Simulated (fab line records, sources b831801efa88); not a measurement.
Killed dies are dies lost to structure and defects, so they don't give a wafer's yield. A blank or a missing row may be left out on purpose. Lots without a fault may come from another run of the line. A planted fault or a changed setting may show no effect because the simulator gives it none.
A struck lot beside a sound one | flow sky130 | 32 steps out of a route of 708
Sound: wafers L223.1, L223.2, L223.3. Struck: wafers L234.2, L234.3, L234.5. The cause comes at the end.
At each step with rows: each side's tool, then ch and its chambers, then its first start. Under that, the readings that differ: sound wafers | struck wafers | difference of the means | sigmas: that difference in standard deviations of wafers without a fault.
alike: readings whose means differ by less than 2 such deviations, and words and numbers that are the same on both sides. not compared: withheld readings, readings that some wafer has no value for, bounds like >300 that may hide the same value, and numbers for which the record gives no deviation and whose values overlap.
The two part at a step that has a row with sigmas, a row that says differs or no value, or rows on one side only. Numbers that don't overlap but have no deviation are shown without sigmas and don't part them. A reading that every wafer of one side lacks parts them only if that side has two wafers or more.

SKY_PWDE_OVL_MEAS_07:
  sound on overlay-02, day 3 18:35; struck on overlay-01, day 6 10:13
  alike: PWDE_OVL
then, 1 step without rows for these wafers: SKY_PWDE_IMPLANT_08.
SKY_PWDE_STRIP_09: strips in O2/N2.
  sound on plasma_asher-04 ch 0,1, day 3 18:46; struck on plasma_asher-01 ch 0,1, day 6 10:23
  alike: drypump_motor_current_A, oes_product_au, strip_time_to_endpoint_s
  not compared: rf_hours_counter_h
SKY_PWDE_TW_MEAS_10:
  sound on film_metro-02, day 3 18:52; struck on film_metro-01, day 6 10:30
  reading | sound             | struck            | difference | sigmas
  PWDE_TW | 378.9 379.3 377.9 | 371.2 372.0 372.3 | -6.9       | -3
then, 7 steps without rows for these wafers: SKY_NWELL_DEHYDRATE_03 (time 60 s); SKY_NWELL_HMDS_04 (prime time 60 s); SKY_NWELL_COAT_05 (resist thk 3000 nm); SKY_NWELL_SOFTBAKE_06; SKY_NWELL_EXPOSE_07 (exposes mask NWM, target cd 840 nm); SKY_NWELL_PEB_08; SKY_NWELL_DEVELOP_09 (develop time 60 s).
SKY_NWELL_OVL_MEAS_10:
  sound on overlay-01, day 4 11:07; struck on overlay-01, day 7 05:46
  alike: NWELL_00_OVL
SKY_NWELL_IMPLANT_11:
  sound on implanter-04 ch 0, day 4 11:08; struck on implanter-01 ch 0, day 7 05:49
  reading            | sound                            | struck                           | difference  | sigmas
  beam_on_s (s)      | 9.86 9.82 9.79                   | 65.42 67.20 65.85                | +56.33      | +99 or more
  dose_ions_cm2      | 1.8951e+13 1.8997e+13 1.8961e+13 | 1.7407e+14 1.7407e+14 1.7407e+14 | +1.5510e+14 | +99 or more
  faraday_current_uA | 108.7 108.4 109.3                | 149.5 146.8 148.8                | +39.6       | +18
  alike: beam_energy_keV
then, 2 steps without rows for these wafers: SKY_NWELL_IMPLANT_12; SKY_NWELL_IMPLANT_13.
SKY_NWELL_STRIP_14: strips in O2/N2.
  sound on plasma_asher-04 ch 0,1, day 4 11:35; struck on plasma_asher-02 ch 0,1, day 7 06:14
  reading                      | sound             | struck            | difference | sigmas
  strip_time_to_endpoint_s (s) | 36.66 36.77 36.76 | 36.95 36.94 36.92 | +0.21      | +2
  alike: drypump_motor_current_A, oes_product_au
  not compared: rf_hours_counter_h
SKY_NWELL_TW_MEAS_15:
  sound on film_metro-04, day 4 11:41; struck on film_metro-01, day 7 06:21
  reading  | sound          | struck         | difference | sigmas
  NWELL_TW | 1831 1822 1832 | 3637 3628 3628 | +1803      | +99 or more
then, 7 steps without rows for these wafers: SKY_NWELL_DEHYDRATE_16 (time 60 s); SKY_NWELL_HMDS_17 (prime time 60 s); SKY_NWELL_COAT_18 (resist thk 3000 nm); SKY_NWELL_SOFTBAKE_19; SKY_NWELL_EXPOSE_20 (exposes mask NWM COMPLEMENT, target cd 840 nm); SKY_NWELL_PEB_21; SKY_NWELL_DEVELOP_22 (develop time 60 s).
SKY_NWELL_OVL_MEAS_23:
  sound on overlay-01, day 5 04:46; struck on overlay-01, day 8 01:52
  alike: NWELL_01_OVL
then, 1 step without rows for these wafers: SKY_NWELL_IMPLANT_24.
SKY_NWELL_STRIP_25: strips in O2/N2.
  sound on plasma_asher-03 ch 0,1, day 5 04:56; struck on plasma_asher-04 ch 0,1, day 8 02:02
  alike: drypump_motor_current_A, oes_product_au, strip_time_to_endpoint_s
  not compared: rf_hours_counter_h
SKY_NWELL_TW_MEAS_26:
  sound on film_metro-01, day 5 05:02; struck on film_metro-02, day 8 02:09
  alike: NWELL_2_TW
then, 1 step without rows for these wafers: SKY_NWELL_CLEAN_27 (cleans in SC1/SC2, time 150 s).
SKY_NWELL_RTA_28: time 30 s.
  sound on rtp_anneal-01 ch 0, day 5 05:09; struck on rtp_anneal-01 ch 0, day 8 02:17
  reading            | sound             | struck            | difference | sigmas
  lamp_power_pct (%) | 25.25 25.18 25.20 | 25.32 25.38 25.33 | +0.13      | +2
  alike: chamber_o2_ppm, wafer_temp_C_max
SKY_NWELL_RS_MEAS_29: measures by four-point-probe.
  sound on film_metro-04, day 5 05:15; struck on film_metro-01, day 8 02:23
  reading           | sound             | struck            | difference | sigmas
  NWELL_RS (ohm/sq) | 625.9 625.1 625.8 | 180.4 180.2 180.5 | -445.2     | -99 or more
-- the record jumps here: 41 days lie between the struck wafers' starts before and after (it left off in module NWELL and takes up again in module PAD_OPEN, whose first step shown is number 708 of the route) --
SKY_PAD_OPEN_PROBE_99:
  sound on prober-02, day 45 18:56; struck on prober-02, day 48 22:32
  alike: killed_at_M0_to_M3, killed_at_M4_up, killed_at_contacts, killed_at_front_end, killed_at_other, killed_dies, killed_open, killed_short

WHERE THEY PART
First at SKY_PWDE_TW_MEAS_10; last, within this record, at SKY_NWELL_RS_MEAS_29. Later steps at which nothing parts them and some readings are alike: SKY_PAD_OPEN_PROBE_99.

WHY: what the simulator had put in
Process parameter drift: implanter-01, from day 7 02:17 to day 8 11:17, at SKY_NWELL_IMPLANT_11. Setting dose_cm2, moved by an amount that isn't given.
